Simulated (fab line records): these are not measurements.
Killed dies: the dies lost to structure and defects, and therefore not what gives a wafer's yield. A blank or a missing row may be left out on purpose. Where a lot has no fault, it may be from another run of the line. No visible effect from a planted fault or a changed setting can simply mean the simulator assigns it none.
Matching of chambers / flow gf180mcu / GF_V3_CMP_04 on cmp-01 has 4 sister chambers
The step polishes SiO2. 4 wafers are shown with their chamber, then 7 later ones without.

## WAFERS PAIRED WITH THEIR CHAMBERS
wafer=L325.4; chamber=1; motor_current_A (A)=14.3
wafer=L331.1; chamber=3; motor_current_A (A)=12.0
wafer=L334.2; chamber=2; motor_current_A (A)=10.9
wafer=L334.3; chamber=0; motor_current_A (A)=13.1

## WAFERS MISSING THEIR CHAMBER
wafer=L334.5; motor_current_A (A)=12.2
wafer=L336.1; motor_current_A (A)=11.9
wafer=L336.5; motor_current_A (A)=12.6
wafer=L336.6; motor_current_A (A)=11.5
wafer=L337.1; motor_current_A (A)=13.1
wafer=L337.4; motor_current_A (A)=11.6
wafer=L337.5; motor_current_A (A)=11.4

## EACH ONE'S CHAMBER
wafer=L334.5; from the rows above=can't be placed: 3 or 0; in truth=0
wafer=L336.1; from the rows above=3; in truth=3
wafer=L336.5; from the rows above=can't be placed: 0 or 3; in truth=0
wafer=L336.6; from the rows above=can't be placed: 3 or 2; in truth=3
wafer=L337.1; from the rows above=0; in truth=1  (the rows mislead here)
wafer=L337.4; from the rows above=can't be placed: 3 or 2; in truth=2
wafer=L337.5; from the rows above=can't be placed: 2 or 3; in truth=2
1 of 7 placed correctly. Cannot be placed on the basis of these rows: 5; the candidates contain the true chamber in 5. Number placed wrongly: 1.
How it was worked out, from the rows above alone: a wafer's distance from a chamber is the root of the sum, over the readings, of the square of ((its reading less the chamber's mean) divided by the reading's scatter). The wafer belongs to the nearest chamber; if the next one is less than 2 further off, it can't be placed. The mean given for a chamber averages the wafers shown for that chamber. The scatter: with one shown wafer a chamber, the root of the mean of the squares of how far each hidden wafer lies from its nearest shown one.
